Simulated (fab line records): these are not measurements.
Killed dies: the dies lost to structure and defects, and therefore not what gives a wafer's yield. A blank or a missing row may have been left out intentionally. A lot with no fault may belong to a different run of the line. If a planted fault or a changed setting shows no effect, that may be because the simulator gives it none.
A struck lot beside a sound one    flow sky130    16 out of 708 route steps
Sound: wafers L215.1, L215.2, L215.3. Struck: wafer L226.4 (left out: L226.6, a lot-mate that was not struck); the cause follows at the end.
For every step that has rows: the tool of each side, followed by ch and its chambers, followed by its first start. Under that, the readings that differ: sound wafers    struck wafers    difference of the means    sigmas: that difference in standard deviations of wafers without a fault.
alike: a reading whose means differ by less than 2 such deviations, as well as words and numbers matching on both sides. not compared: withheld readings; readings where some wafer has no value; bounds like >300 that might hide an equal value; numbers whose values overlap and for which the record gives no deviation.
Wherever a step has rows on one side only, a row that says differs or no value, or a row with sigmas, the two part there. Numbers that don't overlap but have no deviation are shown without sigmas and don't part them. Lack of a reading on every wafer of one side parts them only where that side has two or more wafers.

first, 1 step without rows for these wafers: SKY_VT_ADJUST_NCORE_DEVELOP_06 (develop time 60 s).
SKY_VT_ADJUST_NCORE_CD_MEAS_07: target cd 380 nm.
  sound: cd-sem-02 at day 10 04:37; struck: cd-sem-01 at day 13 02:55
  alike: cd-nm
SKY_VT_ADJUST_NCORE_OVL_MEAS_08:
  sound: overlay-01 at day 10 04:44; struck: overlay-02 at day 13 03:00
  alike: VT_ADJUST_NCORE_OVL
after that, 1 step had no rows for these wafers: SKY_VT_ADJUST_NCORE_IMPLANT_09.
SKY_VT_ADJUST_NCORE_STRIP_10: strips in O2/N2.
  sound on plasma-asher-02 ch 0,1, day 10 04:55; struck on plasma-asher-01 ch 1, day 13 03:12
reading                sound              struck  difference  sigmas
oes-product-au (a.u.)  0.717 0.720 0.716  0.708   -0.010      -2
  alike: drypump-motor-current-A, o2-flow-sccm, strip-time-to-endpoint-s
  not compared: rf-hours-counter-h
SKY_VT_ADJUST_NCORE_TW_MEAS_11:
  sound: film-metro-03 at day 10 05:01; struck: film-metro-02 at day 13 03:18
  alike: VT_ADJUST_NCORE_TW
then, 6 steps without rows for these wafers: SKY_VT_ADJUST_HVTR_DEHYDRATE_00 (time 60 s); SKY_VT_ADJUST_HVTR_HMDS_01 (prime time 60 s); SKY_VT_ADJUST_HVTR_COAT_02 (resist thk 1140 nm); SKY_VT_ADJUST_HVTR_SOFTBAKE_03 (time 60 s); SKY_VT_ADJUST_HVTR_EXPOSE_04 (exposes mask HVTRM, target cd 380 nm); SKY_VT_ADJUST_HVTR_PEB_05.
SKY_VT_ADJUST_HVTR_DEVELOP_06: develop time 60 s.
  sound on litho-track-03 ch 0, day 11 01:53; struck on litho-track-03 ch 0, day 14 04:49
SKY_VT_ADJUST_HVTR_CD_MEAS_07: target cd 380 nm.
  sound: cd-sem-01 at day 11 02:02; struck: cd-sem-01 at day 14 04:57
reading     sound              struck  difference  sigmas
cd-nm (nm)  378.8 378.8 376.8  391.0   +12.9       +6
SKY_VT_ADJUST_HVTR_OVL_MEAS_08:
  sound: overlay-01 at day 11 02:10; struck: overlay-02 at day 14 05:01
  alike: VT_ADJUST_HVTR_OVL
-- here the record skips 35 days between the struck wafers' starts before and after, leaving off in module VT_ADJUST_HVTR and picking up in module PAD_OPEN (first step shown: number 708 of the route) --
SKY_PAD_OPEN_PROBE_99:
  sound: prober-01 at day 46 19:47; struck: prober-01 at day 49 11:08
  alike: killed_at_M0_to_M3, killed_at_M4_up, killed-at-contacts, killed-at-front-end, killed-at-other, killed-dies, killed-open, killed-short

WHERE THEY PART
Earliest at SKY_VT_ADJUST_NCORE_STRIP_10; latest, in this record, at SKY_VT_ADJUST_HVTR_CD_MEAS_07. Later steps at which nothing parts them and some readings are alike: SKY_VT_ADJUST_HVTR_OVL_MEAS_08, SKY_PAD_OPEN_PROBE_99.

WHY: the cause the simulator had injected
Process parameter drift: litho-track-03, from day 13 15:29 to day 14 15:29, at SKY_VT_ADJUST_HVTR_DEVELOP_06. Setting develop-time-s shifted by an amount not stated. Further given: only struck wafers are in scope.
